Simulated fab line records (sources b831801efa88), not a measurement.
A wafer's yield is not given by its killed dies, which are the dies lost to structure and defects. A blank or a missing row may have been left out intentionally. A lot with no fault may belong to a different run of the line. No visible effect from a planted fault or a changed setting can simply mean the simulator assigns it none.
fab line records ; flow sky130
record lots=5; wafers=15; last-day=49
route steps=708 shown METAL4@629 VIA4@639
lots that met no fault: taken from a fault-free run of the same line
start-h: start of the lot's first displayed wafer, in hours after the record's first day ; wait-h: hours elapsed since this lot's preceding step ; " unchanged from the row above ; L1.1+2: a single row standing in for several wafers ; - value missing, or start not given ; * or withheld: withheld ; < > ~ a bound
route shown NAME@n: NAME is a module with steps in the file, n the number in the route of the first one ; usual: the fault-free wafers' mean and standard deviation ; same: alike in all rows ; chamber/n: place in a boat ; sites: readings site by site ; _std_site: the standard deviation of these ; _edge_site: mean of outer sites minus mean of inner sites ; radius-mm: how far each site lies from the wafer's centre ; mask NAME#n: copy n ; behind: the tool/chamber that last shaped the wafer ; hold: cause of the lot's hold/its duration in hours/its outcome ; device: names the non-switching transistor (n, p or np) ; end of line: tests of these same wafers at the route's end ; a step without rows: its recipe alone ; killed: the dies lost at the first sort to structure and to defects; this is not the yield of the wafer ; map: dies across one wafer; x = killed, . = not, _ = none there
set.NAME: the setting the step ran with; set.NAME@STEP: the setting that earlier step ran with ; model.NAME: the simulator's own value behind a step, which no gauge read
lots at selected steps of the route; one table per step, one row per wafer
services: the hour from which a tool's chamber was out of use, counted from the record's first day as start-h (under 0 if before that day), plus the number of hours and why
## steps
# step SKY_METAL4_CD_MEAS_13
# recipe target-cd-nm=300
# usual cd-nm=299.9/1.4
lot.wafer;tool;chamber;start-h;wait-h;cd-nm
L075.1;cd-sem-02;-;984.86;-;300.2
L075.4;cd-sem-02;-;984.86;-;299.6
L075.6;cd-sem-02;-;984.86;-;300.6
L076.1;cd-sem-02;-;997.36;-;298.6
L076.5;cd-sem-02;-;997.36;-;299.0
L076.6;cd-sem-02;-;997.36;-;300.2
L080.4;cd-sem-02;-;1018.24;-;299.0
L080.5;cd-sem-02;-;1018.24;-;299.0
L080.6;cd-sem-02;-;1018.24;-;298.2
L085.1;cd-sem-01;-;1059.88;-;298.3
L085.3;cd-sem-01;-;1059.88;-;299.9
L085.6;cd-sem-01;-;1059.88;-;301.9
L094.2;cd-sem-02;-;1098.99;-;300.0
L094.4;cd-sem-02;-;1098.99;-;300.1
L094.6;cd-sem-02;-;1098.99;-;301.0
# step SKY_METAL4_OVL_MEAS_14
# usual METAL4_OVL=0/6.1
lot.wafer;tool;chamber;start-h;wait-h;METAL4_OVL[nm]
L075.1;overlay-01;-;984.98;0.1;4
L075.4;overlay-01;-;984.98;0.1;5
L075.6;overlay-01;-;984.98;0.1;5
L076.1;overlay-02;-;997.48;0.1;1
L076.5;overlay-02;-;997.48;0.1;0
L076.6;overlay-02;-;997.48;0.1;-3
L080.4;overlay-02;-;1018.32;0.1;-4
L080.5;overlay-02;-;1018.32;0.1;-5
L080.6;overlay-02;-;1018.32;0.1;-5
L085.1;overlay-01;-;1060.00;0.1;5
L085.3;overlay-01;-;1060.00;0.1;0
L085.6;overlay-01;-;1060.00;0.1;2
L094.2;overlay-02;-;1099.10;0.1;4
L094.4;overlay-02;-;1099.10;0.1;2
L094.6;overlay-02;-;1099.10;0.1;-1
# step SKY_METAL4_DESCUM_15
# recipe chemistry=O2; source-power-w=150; bias-power-w=0; pressure-mtorr=10; temp-c=40; time-s=8
# usual drypump-motor-current-A=5.6/0.49; oes-product-au=1.001/0.0065; temp-c=39.99/0.12
lot.wafer;tool;chamber;start-h;wait-h;drypump-motor-current-A;oes-product-au;rf-hours-counter-h;temp-c
L075.1;rie-metal-02;1;985.02;0.0;6.4;1.008;8;39.98
L075.4;rie-metal-02;0;985.02;0.0;5.3;1.003;-;39.91
L075.6;rie-metal-02;1;985.02;0.0;6.4;1.001;-;40.07
L076.1;rie-metal-01;0;997.52;0.0;5.6;0.991;9;40.13
L076.5;rie-metal-01;1;997.52;0.0;5.6;1.000;-;39.75
L076.6;rie-metal-01;0;997.52;0.0;5.6;0.995;-;40.02
L080.4;rie-metal-02;1;1018.35;0.0;6.4;0.992;-;39.93
L080.5;rie-metal-02;1;1018.35;0.0;6.4;0.994;-;39.79
L080.6;rie-metal-02;0;1018.35;0.0;5.4;0.984;-;39.93
L085.1;rie-metal-02;1;1060.03;0.0;6.4;1.003;14;39.95
L085.3;rie-metal-02;1;1060.03;0.0;6.4;1.004;-;40.06
L085.6;rie-metal-02;1;1060.03;0.0;6.4;0.998;-;40.10
L094.2;rie-metal-01;0;1099.13;0.0;5.6;0.984;15;39.84
L094.4;rie-metal-01;0;1099.13;0.0;5.6;0.993;-;40.09
L094.6;rie-metal-01;1;1099.13;0.0;5.6;1.005;-;39.97
# step SKY_METAL4_ETCH_16
# recipe chemistry=N2/H2; target=BARC; ion-energy-ev=200; bias-w=100; pressure-mtorr=30; n2-flow-sccm=100; h2-flow-sccm=200; icp-w=500; stop-on=SiO2; time-s=88.2; target-depth-a=600
# usual drypump-motor-current-A=5.6/0.49; oes-product-au=0.625/0.0044; throttle-valve-pct=13.205/0.0095
lot.wafer;tool;chamber;start-h;wait-h;drypump-motor-current-A;oes-product-au;rf-hours-counter-h;throttle-valve-pct
L075.1;rie-metal-02;1;985.05;0.0;6.4;0.615;8;13.215
L075.4;rie-metal-02;0;985.05;0.0;5.4;0.623;-;13.214
L075.6;rie-metal-02;1;985.05;0.0;6.4;0.624;-;13.210
L076.1;rie-metal-01;0;997.55;0.0;5.6;0.625;9;13.211
L076.5;rie-metal-01;1;997.55;0.0;5.6;0.624;-;13.208
L076.6;rie-metal-01;0;997.55;0.0;5.6;0.630;-;13.194
L080.4;rie-metal-02;1;1018.40;0.0;6.4;0.626;-;13.214
L080.5;rie-metal-02;1;1018.40;0.0;6.4;0.622;-;13.208
L080.6;rie-metal-02;0;1018.40;0.0;5.3;0.635;-;13.197
L085.1;rie-metal-02;1;1060.07;0.0;6.4;0.628;14;13.201
L085.3;rie-metal-02;1;1060.07;0.0;6.4;0.623;-;13.186
L085.6;rie-metal-02;1;1060.07;0.0;6.4;0.627;-;13.197
L094.2;rie-metal-01;0;1099.16;0.0;5.6;0.619;15;13.191
L094.4;rie-metal-01;0;1099.16;0.0;5.6;0.619;-;13.203
L094.6;rie-metal-01;1;1099.16;0.0;5.6;0.619;-;13.215
# step SKY_METAL4_ETCH_17
# recipe target=SiO2; stop-on=TiN; chemistry=C4F8/O2/Ar; source-w=1500; bias-w=1200; pressure-mtorr=40; c4f8-flow-sccm=withheld; O2_flow_sccm=6; Ar_flow_sccm=300; time-s=3.9; target-depth-a=150
# usual oes-product-au=0.755/0.0076
lot.wafer;tool;chamber;start-h;wait-h;oes-product-au;rf-hours-counter-h
L075.1;rie-diel-02;0;985.15;0.1;0.763;10
L075.4;rie-diel-02;2;985.15;0.1;0.762;8
L075.6;rie-diel-02;0;985.15;0.1;0.752;-
L076.1;rie-diel-04;2;997.65;0.1;0.756;13
L076.5;rie-diel-04;1;997.65;0.1;0.761;-
L076.6;rie-diel-04;2;997.65;0.1;0.761;-
L080.4;rie-diel-02;0;1018.48;0.0;0.752;-
L080.5;rie-diel-02;2;1018.48;0.0;0.759;-
L080.6;rie-diel-02;3;1018.48;0.0;0.749;-
L085.1;rie-diel-04;0;1060.16;0.1;0.755;16
L085.3;rie-diel-04;2;1060.16;0.1;0.745;15
L085.6;rie-diel-04;2;1060.16;0.1;0.753;-
L094.2;rie-diel-04;3;1099.26;0.1;0.751;8
L094.4;rie-diel-04;1;1099.26;0.1;0.758;12
L094.6;rie-diel-04;0;1099.26;0.1;0.765;-
# step SKY_METAL4_METAL_ETCH_18
# recipe target-depth-a=8450; stop-on=SiO2; over-etch-frac=0.3; time-s=183.1; chemistry=Cl2/BCl3; resist-sidewall-deg=88; pressure-mtorr=10; icp-w=900; bias-w=48.5; Cl2_flow_sccm=60; bcl3-flow-sccm=30
# usual drypump-motor-current-A=5.6/0.51; oes-product-au=0.865/0.0061; throttle-valve-pct=22.262/0.01
lot.wafer;tool;chamber;start-h;wait-h;drypump-motor-current-A;oes-product-au;rf-hours-counter-h;throttle-valve-pct
L075.1;rie-metal-01;1;985.17;0.0;5.6;0.870;13;22.263
L075.4;rie-metal-01;0;985.17;0.0;5.6;0.867;-;22.260
L075.6;rie-metal-01;1;985.17;0.0;5.6;0.866;-;22.252
L076.1;rie-metal-04;0;997.67;0.0;4.7;0.860;13;22.258
L076.5;rie-metal-04;1;997.67;0.0;5.9;0.869;-;22.252
L076.6;rie-metal-04;0;997.67;0.0;4.7;0.874;-;22.270
L080.4;rie-metal-01;1;1018.55;0.1;5.6;0.872;-;22.272
L080.5;rie-metal-01;1;1018.55;0.1;5.5;0.876;-;22.258
L080.6;rie-metal-01;0;1018.55;0.1;5.6;0.865;-;22.265
L085.1;rie-metal-01;1;1060.18;0.0;5.6;0.854;17;22.264
L085.3;rie-metal-01;0;1060.18;0.0;5.5;0.870;-;22.249
L085.6;rie-metal-01;0;1060.18;0.0;5.6;0.864;-;22.254
L094.2;rie-metal-02;1;1099.28;0.0;6.4;0.861;17;22.263
L094.4;rie-metal-02;1;1099.28;0.0;6.4;0.875;-;22.247
L094.6;rie-metal-02;0;1099.28;0.0;5.3;0.867;-;22.270
# step SKY_METAL4_STRIP_19
# recipe chemistry=O2/N2; power-w=1400; pressure-mtorr=1500; platen-temp-c=withheld; o2-flow-sccm=3000; n2-flow-sccm=300; overash-fraction=0.5
# usual drypump-motor-current-A=5.7/0.34; oes-product-au=0.501/0.0054; strip-time-to-endpoint-s=6.53/0.057
# same overash-fraction=0.5
lot.wafer;tool;chamber;start-h;wait-h;drypump-motor-current-A;oes-product-au;rf-hours-counter-h;strip-time-to-endpoint-s
L075.1;plasma-asher-02;0;985.34;0.1;6.2;0.506;57;6.55
L075.4;plasma-asher-02;1;985.34;0.1;5.4;0.496;-;6.56
L075.6;plasma-asher-02;1;985.34;0.1;5.4;0.508;-;6.52
L076.1;plasma-asher-04;1;997.84;0.1;5.8;0.498;120;6.50
L076.5;plasma-asher-04;1;997.84;0.1;5.8;0.496;-;6.53
L076.6;plasma-asher-04;0;997.84;0.1;5.3;0.490;-;6.48
L080.4;plasma-asher-01;1;1018.70;0.1;6.0;0.502;-;6.52
L080.5;plasma-asher-01;0;1018.70;0.1;5.6;0.507;-;6.51
L080.6;plasma-asher-01;1;1018.70;0.1;6.0;0.505;-;6.55
L085.1;plasma-asher-01;0;1060.45;0.2;5.6;0.499;31;6.52
L085.3;plasma-asher-01;1;1060.45;0.2;6.1;0.500;-;6.54
L085.6;plasma-asher-01;0;1060.45;0.2;5.5;0.495;-;6.48
L094.2;plasma-asher-02;0;1099.46;0.1;6.3;0.501;68;6.48
L094.4;plasma-asher-02;0;1099.46;0.1;6.3;0.493;-;6.53
L094.6;plasma-asher-02;1;1099.46;0.1;5.4;0.498;-;6.54
# step SKY_METAL4_STRIP_20
# recipe chemistry=post-etch-residue-remover; time-s=1200; temp-c=72.5
# usual temp-c=72.49/0.12
lot.wafer;tool;chamber;start-h;wait-h;temp-c
L075.1;wet-bench-01;1;985.44;0.1;72.40
L075.4;wet-bench-01;1;985.44;0.1;72.30
L075.6;wet-bench-01;1;985.44;0.1;72.45
L076.1;wet-bench-02;3;997.94;0.1;72.50
L076.5;wet-bench-02;3;997.94;0.1;72.55
L076.6;wet-bench-02;3;997.94;0.1;72.53
L080.4;wet-bench-01;3;1018.76;0.0;72.34
L080.5;wet-bench-01;3;1018.76;0.0;72.42
L080.6;wet-bench-01;3;1018.76;0.0;72.50
L085.1;wet-bench-01;0;1060.58;0.1;72.44
L085.3;wet-bench-01;0;1060.58;0.1;72.30
L085.6;wet-bench-01;0;1060.58;0.1;72.24
L094.2;wet-bench-04;2;1099.56;0.1;72.48
L094.4;wet-bench-04;2;1099.56;0.1;72.56
L094.6;wet-bench-04;2;1099.56;0.1;72.34
# step SKY_METAL4_CLEAN_21
# recipe chemistry=IPA; time-s=180; temp-c=25
# usual temp-c=25.01/0.12
lot.wafer;tool;chamber;start-h;wait-h;temp-c
L075.1;wet-bench-04;2;985.82;0.0;24.97
L075.4;wet-bench-04;2;985.82;0.0;25.12
L075.6;wet-bench-04;2;985.82;0.0;25.02
L076.1;wet-bench-04;2;998.29;0.0;25.11
L076.5;wet-bench-04;2;998.29;0.0;25.15
L076.6;wet-bench-04;2;998.29;0.0;25.10
L080.4;wet-bench-02;3;1019.11;0.0;24.95
L080.5;wet-bench-02;3;1019.11;0.0;25.22
L080.6;wet-bench-02;3;1019.11;0.0;25.03
L085.1;wet-bench-01;0;1060.92;0.0;24.81
L085.3;wet-bench-01;0;1060.92;0.0;25.04
L085.6;wet-bench-01;0;1060.92;0.0;25.12
L094.2;wet-bench-01;0;1099.93;0.0;25.02
L094.4;wet-bench-01;0;1099.93;0.0;25.06
L094.6;wet-bench-01;0;1099.93;0.0;25.06
# step SKY_METAL4_CLEAN_22
# recipe chemistry=O3/DIW; dry=n2-spin
lot.wafer;tool;chamber;start-h;wait-h
L075.1+4+6;wet-bench-02;1;985.88;0.0
L076.1+5+6;wet-bench-04;2;998.35;0.0
L080.4+5+6;wet-bench-04;3;1019.16;0.0
L085.1+3+6;wet-bench-04;0;1060.98;0.0
L094.2+4+6;wet-bench-04;3;1099.99;0.0
# step SKY_VIA4_HDPCVD_00
# recipe material=SiO2; target-thk-nm=1750; sigma-open-frac=0.3; time-s=291.7; temp-c=400; sih4-flow-sccm=60; pressure-mtorr=6
# usual susceptor-temp-C=399.96/0.24
lot.wafer;tool;chamber;start-h;wait-h;susceptor-temp-C
L075.1;hdpcvd-01;0;985.97;0.0;399.66
L075.4;hdpcvd-01;2;985.97;0.0;399.80
L075.6;hdpcvd-01;1;985.97;0.0;400.05
L076.1;hdpcvd-01;2;998.45;0.0;399.95
L076.5;hdpcvd-01;0;998.45;0.0;400.34
L076.6;hdpcvd-01;2;998.45;0.0;399.94
L080.4;hdpcvd-02;2;1019.35;0.1;399.43
L080.5;hdpcvd-02;0;1019.35;0.1;400.08
L080.6;hdpcvd-02;1;1019.35;0.1;399.89
L085.1;hdpcvd-02;0;1061.07;0.0;400.12
L085.3;hdpcvd-02;1;1061.07;0.0;399.69
L085.6;hdpcvd-02;2;1061.07;0.0;399.97
L094.2;hdpcvd-01;1;1100.09;0.0;400.17
L094.4;hdpcvd-01;2;1100.09;0.0;399.76
L094.6;hdpcvd-01;0;1100.09;0.0;399.45
# step SKY_VIA4_THK_MEAS_01
# recipe reads=SiO2_of_VIA4_HDPCVD_00
# usual VIA4_HDPCVD_THK=1751/15
lot.wafer;tool;chamber;start-h;wait-h;VIA4_HDPCVD_THK[nm]
L075.1;film-metro-02;-;986.15;0.1;1731
L075.4;film-metro-02;-;986.15;0.1;1728
L075.6;film-metro-02;-;986.15;0.1;1749
L076.1;film-metro-01;-;998.63;0.1;1741
L076.5;film-metro-01;-;998.63;0.1;1734
L076.6;film-metro-01;-;998.63;0.1;1747
L080.4;film-metro-02;-;1019.47;0.0;1738
L080.5;film-metro-02;-;1019.47;0.0;1746
L080.6;film-metro-02;-;1019.47;0.0;1749
L085.1;film-metro-03;-;1061.25;0.1;1770
L085.3;film-metro-03;-;1061.25;0.1;1768
L085.6;film-metro-03;-;1061.25;0.1;1740
L094.2;film-metro-03;-;1100.28;0.1;1758
L094.4;film-metro-03;-;1100.28;0.1;1766
L094.6;film-metro-03;-;1100.28;0.1;1754
# step SKY_VIA4_CMP_02
# recipe material=SiO2; down-force-psi=4; platen-rpm=60; pad-velocity-m-s=0.94248
# usual edge-zone-pressure-frac=1.000/0.0049; motor-current-A=12.2/1.7
lot.wafer;tool;chamber;start-h;wait-h;edge-zone-pressure-frac;motor-current-A
L075.1;cmp-01;0;986.21;0.1;0.996;10.5
L075.4;cmp-01;3;986.21;0.1;0.997;15.5
L075.6;cmp-01;1;986.21;0.1;1.004;11.8
L076.1;cmp-02;1;998.78;0.1;1.000;12.6
L076.5;cmp-02;0;998.78;0.1;0.994;11.4
L076.6;cmp-02;1;998.78;0.1;1.004;12.8
L080.4;cmp-02;3;1019.60;0.1;1.005;10.4
L080.5;cmp-02;1;1019.60;0.1;0.997;12.9
L080.6;cmp-02;2;1019.60;0.1;0.997;14.9
L085.1;cmp-02;2;1061.31;0.1;1.001;14.2
L085.3;cmp-02;3;1061.31;0.1;1.006;10.2
L085.6;cmp-02;3;1061.31;0.1;1.009;10.6
L094.2;cmp-01;0;1100.33;0.0;0.995;9.8
L094.4;cmp-01;1;1100.33;0.0;0.998;11.6
L094.6;cmp-01;0;1100.33;0.0;1.008;9.8
# step SKY_VIA4_BOW_MEAS_03
# recipe mode=bow
# usual VIA4_BOW=81/8
lot.wafer;tool;chamber;start-h;wait-h;VIA4_BOW[um]
L075.1;film-metro-03;-;986.51;0.2;70
L075.4;film-metro-03;-;986.51;0.2;85
L075.6;film-metro-03;-;986.51;0.2;82
L076.1;film-metro-01;-;999.03;0.2;81
L076.5;film-metro-01;-;999.03;0.2;70
L076.6;film-metro-01;-;999.03;0.2;82
L080.4;film-metro-02;-;1019.86;0.2;71
L080.5;film-metro-02;-;1019.86;0.2;87
L080.6;film-metro-02;-;1019.86;0.2;85
L085.1;film-metro-03;-;1061.61;0.2;65
L085.3;film-metro-03;-;1061.61;0.2;85
L085.6;film-metro-03;-;1061.61;0.2;78
L094.2;film-metro-01;-;1100.65;0.3;70
L094.4;film-metro-01;-;1100.65;0.3;74
L094.6;film-metro-01;-;1100.65;0.3;98
# step SKY_VIA4_DEHYDRATE_04
# recipe temp-c=200; time-s=60
# usual exhaust-pa=45.0/0.82; plate-temp-C=199.97/0.15
lot.wafer;tool;chamber;start-h;wait-h;exhaust-pa;plate-temp-C
L075.1;litho-track-03;0;997.39;10.9;45.6;199.81
L075.4;litho-track-03;0;997.39;10.9;45.3;199.74
L075.6;litho-track-03;0;997.39;10.9;45.5;199.63
L076.1;litho-track-03;0;1009.94;10.9;45.7;199.92
L076.5;litho-track-03;0;1009.94;10.9;44.7;200.08
L076.6;litho-track-03;0;1009.94;10.9;45.0;199.95
L080.4;litho-track-01;0;1030.65;10.8;45.7;200.05
L080.5;litho-track-01;0;1030.65;10.8;45.5;200.01
L080.6;litho-track-01;0;1030.65;10.8;45.0;200.09
L085.1;litho-track-04;0;1071.67;10.0;44.1;200.22
L085.3;litho-track-04;0;1071.67;10.0;44.9;200.13
L085.6;litho-track-04;0;1071.67;10.0;43.5;200.18
L094.2;litho-track-03;0;1109.91;9.2;46.0;199.91
L094.4;litho-track-03;0;1109.91;9.2;45.7;199.93
L094.6;litho-track-03;0;1109.91;9.2;45.0;199.94
## services
tool;chamber;start-h;hours;kind
rie-diel-04;2;968.67;16.7;repair
cmp-01;-;970.87;0.7;repair
hdpcvd-02;-;972.63;14.6;pm
rie-diel-04;-;979.03;0.4;repair
rie-metal-04;-;981.89;0.3;repair
cmp-02;-;982.27;5.7;repair
cmp-02;-;985.78;0.9;repair
rie-diel-02;3;988.49;2.6;repair
cmp-01;-;1000.58;7.5;pm
rie-diel-04;2;1006.71;5.0;repair
rie-diel-02;1;1013.53;10.8;repair
rie-diel-04;1;1027.84;20.8;repair
cmp-02;-;1028.72;1.2;repair
cmp-01;-;1037.15;3.0;repair
hdpcvd-01;2;1039.20;36.0;repair
plasma-asher-04;-;1044.85;14.6;pm
cmp-01;-;1047.71;5.2;repair
plasma-asher-02;-;1076.80;2.8;pm
cmp-01;-;1077.28;0.8;repair
cmp-02;-;1084.17;4.0;pm
cmp-02;-;1088.17;3.4;pm
rie-diel-02;3;1105.84;9.0;repair
wet-bench-04;-;1107.93;2.3;repair
rie-diel-02;1;1108.88;1.5;repair
## key
fault none
